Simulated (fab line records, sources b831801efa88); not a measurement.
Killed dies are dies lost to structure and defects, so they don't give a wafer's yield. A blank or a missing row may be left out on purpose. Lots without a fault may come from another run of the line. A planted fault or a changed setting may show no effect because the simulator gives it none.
Chamber matching | flow sky130 | SKY_VIA1_ETCH_15 on rie_diel-04: 4 sister chambers
The step etches SiO2 in C4F8/O2/Ar, stops on TiN, target depth 351 nm, time 54 s. 16 wafers are shown with their chamber, then 8 later ones without.

WAFERS WITH THEIR CHAMBER
wafer  | chamber | oes_product_au (a.u.)
L085.1 | 1       | 0.975
L085.2 | 2       | 0.975
L085.3 | 3       | 0.979
L085.4 | 0       | 0.981
L085.5 | 2       | 0.988
L085.6 | 1       | 0.989
L089.1 | 1       | 0.988
L089.2 | 3       | 0.980
L089.3 | 0       | 0.975
L089.4 | 2       | 0.983
L089.5 | 0       | 0.993
L089.6 | 3       | 0.983
L090.1 | 3       | 0.979
L090.2 | 1       | 0.982
L090.3 | 2       | 0.981
L090.4 | 0       | 0.975

SIGNATURES (means of the wafers above)
reading        | chamber 0 | chamber 1 | chamber 2 | chamber 3 | scatter within a chamber
oes_product_au | 0.98100   | 0.98350   | 0.98175   | 0.98025   | 0.00604
Rule: a wafer's distance from a chamber is the root of the sum, over the readings, of the square of ((its reading less the chamber's mean) divided by the reading's scatter). The wafer belongs to the nearest chamber; if the next one is less than 2 further off, it can't be placed. The scatter: the root of (the sum of the squares of (reading less its chamber's mean) over the shown wafers, divided by (wafers less chambers)).

WAFERS WITHOUT THEIR CHAMBER
wafer  | oes_product_au (a.u.)
L090.5 | 0.977
L090.6 | 0.979
L091.1 | 0.981
L091.2 | 0.984
L091.3 | 0.988
L091.4 | 0.980
L091.5 | 0.982
L091.6 | 0.980

WHICH CHAMBER EACH WENT THROUGH
wafer  | from the rows above               | in truth
L090.5 | can't be placed: 3 or 0 or 2 or 1 | 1
L090.6 | can't be placed: 3 or 0 or 2 or 1 | 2
L091.1 | can't be placed: 0 or 2 or 3 or 1 | 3
L091.2 | can't be placed: 1 or 2 or 0 or 3 | 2
L091.3 | can't be placed: 1 or 2 or 0 or 3 | 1
L091.4 | can't be placed: 3 or 0 or 2 or 1 | 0
L091.5 | can't be placed: 2 or 0 or 1 or 3 | 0
L091.6 | can't be placed: 3 or 0 or 2 or 1 | 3
Placed correctly: 0 of 8. Can't be placed from these rows: 8 (the true chamber is among the candidates in 8). Placed wrongly: 0.
